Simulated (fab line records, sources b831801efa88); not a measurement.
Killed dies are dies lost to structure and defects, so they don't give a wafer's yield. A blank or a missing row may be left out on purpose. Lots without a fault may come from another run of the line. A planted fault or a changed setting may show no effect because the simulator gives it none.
fab line records | flow sky130
record lots=12 wafers=36 last_day=50
route steps=708 shown FIELD_ISO@17 NWELL@34 VT_ADJUST_HVTP@93
lots that met no fault: from a run of the same line without faults
start_h: hours from the record's first day to the start of the lot's first wafer shown | wait_h: hours since the lot's step before | " the same as in the row above | L1.1+2: a row that stands for several wafers | - no value, or no start given | * or withheld: withheld | < > ~ a bound
route shown NAME@n: a module of which the file shows steps, and the number in the route of the first | usual: mean/standard deviation of fault-free wafers | same: alike in all rows | chamber/n: place in a boat | sites: the reading at each site | _std_site: their standard deviation | _edge_site: outer sites' mean less inner sites' | radius_mm: how far each site lies from the wafer's centre | mask NAME#n: copy n | behind: the tool/chamber that last shaped the wafer | hold: why the lot was held/for how many hours/how that ended | device: the transistor (n, p or np) that didn't switch | end of line: the same wafers' tests at the end of the route | a step without rows: its recipe alone | killed: dies lost to structure and defects at the first sort, not the wafer's yield | map: a wafer's dies, x killed, . not, _ none there
set.NAME: the setting as run; set.NAME@STEP: as run at that earlier step | model.NAME: the simulator's own value behind a step, which no gauge read
steps of the route over a sample of lots; a table a step, a row a wafer
services: from which hour (start_h, from the record's first day; less than 0 if before it) a tool's chamber was out of use, for how many hours, and why
## steps
# step SKY_FIELD_ISO_STRIP_16
# recipe chemistry=O2/N2 power_w=1400 pressure_mtorr=1500 platen_temp_c=withheld o2_flow_sccm=3000 n2_flow_sccm=300 overash_fraction=0.5
# usual drypump_motor_current_A=5.8/0.37 oes_product_au=0.378/0.0049 strip_time_to_endpoint_s=3.544/0.026
# columns lot.wafer tool chamber start_h wait_h drypump_motor_current_A oes_product_au rf_hours_counter_h strip_time_to_endpoint_s
L985.2 plasma_asher-02 0 30.61 0.0 6.1 0.378 36 3.532
L985.4 " 0 " " 6.1 0.374 - 3.552
L985.6 " 0 " " 6.1 0.377 - 3.529
L986.2 plasma_asher-02 0 34.91 0.0 6.1 0.382 36 3.555
L986.4 " 0 " " 6.1 0.385 - 3.547
L986.6 " 1 " " 5.7 0.379 - 3.501
L987.2 plasma_asher-04 0 38.61 0.0 6.2 0.369 23 3.519
L987.3 " 1 " " 6.1 0.381 - 3.521
L987.5 " 1 " " 6.1 0.376 - 3.526
L988.1 plasma_asher-01 1 43.80 0.0 5.8 0.386 36 3.567
L988.3 " 1 " " 5.8 0.378 - 3.565
L988.5 " 1 " " 5.8 0.368 - 3.589
L989.1 plasma_asher-02 1 50.71 0.0 5.7 0.390 38 3.558
L989.4 " 1 " " 5.7 0.379 - 3.573
L989.6 " 0 " " 6.1 0.378 - 3.555
L990.2 plasma_asher-02 0 55.26 0.0 6.1 0.385 38 3.563
L990.3 " 1 " " 5.7 0.374 - 3.554
L990.6 " 1 " " 5.7 0.386 - 3.581
L991.1 plasma_asher-01 0 59.21 0.0 5.1 0.377 38 3.574
L991.4 " 1 " " 5.9 0.382 - 3.542
L991.5 " 1 " " 5.9 0.380 - 3.532
L992.3 plasma_asher-02 1 65.88 0.1 5.6 0.380 - 3.565
L992.5 " 1 " " 5.7 0.374 - 3.566
L992.6 " 0 " " 6.1 0.384 - 3.564
L999.3 plasma_asher-02 0 102.83 0.1 6.1 0.378 - 3.489
L999.4 " 1 " " 5.7 0.380 - 3.478
L999.6 " 0 " " 6.1 0.377 - 3.478
L102.1 plasma_asher-01 1 117.25 0.0 5.9 0.385 44 3.554
L102.2 " 0 " " 5.0 0.371 44 3.539
L102.6 " 0 " " 5.0 0.371 - 3.568
L105.2 plasma_asher-02 1 133.33 0.0 5.7 0.381 47 3.542
L105.5 " 0 " " 6.1 0.369 - 3.538
L105.6 " 1 " " 5.7 0.375 - 3.497
L106.3 plasma_asher-02 1 139.53 0.1 5.7 0.377 - 3.536
L106.4 " 0 " " 6.1 0.378 - 3.524
L106.5 " 1 " " 5.7 0.371 - 3.534
# step SKY_NWELL_THK_MEAS_02
# recipe reads=SiO2_of_NWELL_OXIDATION_01
# usual NWELL_OXIDATION_THK=9.94/0.15
# columns lot.wafer tool chamber start_h wait_h hold NWELL_OXIDATION_THK[nm]
L985.2 film_metro-02 - 39.06 0.0 - 9.88
L985.4 " - " " - 9.93
L985.6 " - " " - 9.81
L986.2 film_metro-01 - 43.47 0.0 - 9.79
L986.4 " - " " - 9.89
L986.6 " - " " - 9.89
L987.2 film_metro-01 - 44.99 0.0 - 10.25
L987.3 " - " " - 10.07
L987.5 " - " " - 10.01
L988.1 film_metro-04 - 50.23 0.0 - 9.69
L988.3 " - " " - 9.92
L988.5 " - " " - 9.92
L989.1 film_metro-01 - 58.39 0.0 - 10.17
L989.4 " - " " - 10.08
L989.6 " - " " - 10.17
L990.2 film_metro-02 - 62.96 0.0 - 9.81
L990.3 " - " " - 9.73
L990.6 " - " " - 9.69
L991.1 film_metro-01 - 66.64 0.0 - 10.29
L991.4 " - " " - 10.31
L991.5 " - " " - 10.06
L992.3 film_metro-02 - 73.05 0.0 - 9.78
L992.5 " - " " - 9.97
L992.6 " - " " - 9.87
L999.3 film_metro-02 - 108.93 0.0 - 10.40
L999.4 " - " " - 10.35
L999.6 " - " " - 10.51
L102.1 film_metro-02 - 126.92 0.0 await_dispo/0.2h/release 10.43
L102.2 " - " " await_dispo/0.2h/release 10.52
L102.6 " - " " await_dispo/0.2h/release 10.58
L102.1 film_metro-02 - 127.15 0.2 - 10.43
L102.2 " - " " - 10.52
L102.6 " - " " - 10.51
L105.2 film_metro-01 - 142.51 0.0 - 10.02
L105.5 " - " " - 10.10
L105.6 " - " " - 9.99
L106.3 film_metro-01 - 145.65 0.0 - 10.12
L106.4 " - " " - 9.99
L106.5 " - " " - 10.10
# step SKY_NWELL_STRIP_25
# recipe chemistry=O2/N2 power_w=1400 pressure_mtorr=1500 platen_temp_c=withheld o2_flow_sccm=3000 n2_flow_sccm=300 overash_fraction=0.5
# usual drypump_motor_current_A=5.6/0.35 oes_product_au=0.723/0.0044 strip_time_to_endpoint_s=36.99/0.095
# columns lot.wafer tool chamber start_h wait_h drypump_motor_current_A oes_product_au rf_hours_counter_h strip_time_to_endpoint_s
L985.2 plasma_asher-01 1 107.47 0.1 5.9 0.722 43 37.10
L985.4 " 0 " " 5.1 0.719 - 37.15
L985.6 " 0 " " 5.0 0.728 - 37.13
L986.2 plasma_asher-02 0 111.66 0.1 6.1 0.721 44 37.13
L986.4 " 1 " " 5.7 0.723 - 37.16
L986.6 " 1 " " 5.7 0.721 - 37.09
L987.2 plasma_asher-01 1 114.27 0.1 5.9 0.725 43 36.94
L987.3 " 0 " " 5.1 0.730 - 36.99
L987.5 " 0 " " 5.0 0.714 - 37.01
L988.1 plasma_asher-01 1 120.31 0.1 5.9 0.729 44 37.07
L988.3 " 0 " " 5.0 0.714 - 36.93
L988.5 " 0 " " 5.0 0.724 - 37.03
L989.1 plasma_asher-02 1 129.52 0.1 5.7 0.732 46 37.03
L989.4 " 1 " " 5.7 0.730 - 37.05
L989.6 " 1 " " 5.7 0.716 - 37.04
L990.2 plasma_asher-03 0 133.63 0.1 5.6 0.722 2 36.97
L990.3 " 1 " " 5.6 0.721 - 37.02
L990.6 " 0 " " 5.6 0.722 - 36.97
L991.1 plasma_asher-02 1 138.87 0.1 5.7 0.726 48 36.91
L991.4 " 1 " " 5.7 0.714 - 36.94
L991.5 " 1 " " 5.7 0.723 - 37.13
L992.3 plasma_asher-01 1 145.45 0.1 5.9 0.727 - 37.15
L992.5 " 1 " " 5.9 0.725 - 37.02
L992.6 " 0 " " 5.1 0.722 - 37.11
L999.3 plasma_asher-02 1 187.11 0.1 5.7 0.716 - 37.10
L999.4 " 0 " " 6.1 0.724 - 36.91
L999.6 " 0 " " 6.1 0.726 - 36.92
L102.1 plasma_asher-02 0 208.38 0.1 6.1 0.715 55 36.93
L102.2 " 1 " " 5.7 0.727 55 37.01
L102.6 " 1 " " 5.7 0.730 - 36.99
L105.2 plasma_asher-03 1 228.62 0.1 5.6 0.715 12 37.01
L105.5 " 0 " " 5.5 0.731 - 37.00
L105.6 " 1 " " 5.6 0.732 - 36.96
L106.3 plasma_asher-01 0 230.20 0.1 5.0 0.725 - 36.90
L106.4 " 1 " " 5.8 0.723 - 36.98
L106.5 " 0 " " 5.0 0.725 - 36.99
# step SKY_VT_ADJUST_HVTP_OVL_MEAS_08
# usual VT_ADJUST_HVTP_OVL=-1.4/1.5
# columns lot.wafer tool chamber start_h wait_h VT_ADJUST_HVTP_OVL[nm]
L985.2 overlay-02 - 126.42 0.1 -5.1
L985.4 " - " " -4.8
L985.6 " - " " -3.1
L986.2 overlay-02 - 131.02 0.1 -2.0
L986.4 " - " " -4.3
L986.6 " - " " -2.3
L987.2 overlay-01 - 133.05 0.1 -0.6
L987.3 " - " " 0.3
L987.5 " - " " 0.2
L988.1 overlay-02 - 139.70 0.1 -0.5
L988.3 " - " " -3.3
L988.5 " - " " -2.5
L989.1 overlay-01 - 148.56 0.1 0.2
L989.4 " - " " -0.1
L989.6 " - " " 0.6
L990.2 overlay-02 - 153.07 0.1 0.4
L990.3 " - " " -2.0
L990.6 " - " " -1.3
L991.1 overlay-02 - 159.10 0.1 -1.3
L991.4 " - " " -1.5
L991.5 " - " " -1.4
L992.3 overlay-02 - 165.82 0.1 0.1
L992.5 " - " " -0.5
L992.6 " - " " -1.1
L999.3 overlay-02 - 209.78 0.1 -0.4
L999.4 " - " " 0.2
L999.6 " - " " -1.6
L102.1 overlay-02 - 230.80 0.1 -1.0
L102.2 " - " " -0.7
L102.6 " - " " -0.4
L105.2 overlay-02 - 252.10 0.1 -0.5
L105.5 " - " " -1.0
L105.6 " - " " 0.3
L106.3 overlay-01 - 253.68 0.1 -3.9
L106.4 " - " " -1.0
L106.5 " - " " 0.3
## services
# columns tool chamber start_h hours kind
plasma_asher-03 - 10.85 11.7 repair
plasma_asher-03 - 92.05 4.2 repair
plasma_asher-02 - 96.84 0.9 repair
plasma_asher-03 - 108.75 9.0 pm
plasma_asher-03 0 108.75 9.0 vent_cycle
plasma_asher-03 1 108.75 9.0 vent_cycle
plasma_asher-03 0 117.75 - clean
plasma_asher-03 1 117.75 - clean
plasma_asher-02 - 126.50 2.8 pm
plasma_asher-04 - 127.61 28.1 pm
plasma_asher-01 - 130.29 4.3 repair
## key
first_sign step=SKY_NWELL_THK_MEAS_02 reading=visit direction=added
effect step=SKY_NWELL_THK_MEAS_02 reading=NWELL_OXIDATION_THK direction=up sigmas=3.4 usual=9.94 struck=10.47
met_at SKY_NWELL_THK_MEAS_02
struck_lots L999,L102
tester_left_out L999,L102
not_acting_at SKY_FIELD_ISO_STRIP_16,SKY_NWELL_STRIP_25,SKY_VT_ADJUST_HVTP_OVL_MEAS_08
onset_between 73.05 108.93
fault kind=metrology_matching_offset tool=film_metro-02 chamber=- onset_h=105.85 steps=SKY_NWELL_THK_MEAS_02 param=thk_nm offset=0.53325
# tester_left_out: of these lots the tester's yield and bins aren't shown, on N5 and GAA mostly nor the transistor test; their killed dies are dies lost to structure and defects alone, not to doping, threshold or leakage, so they don't give the yield
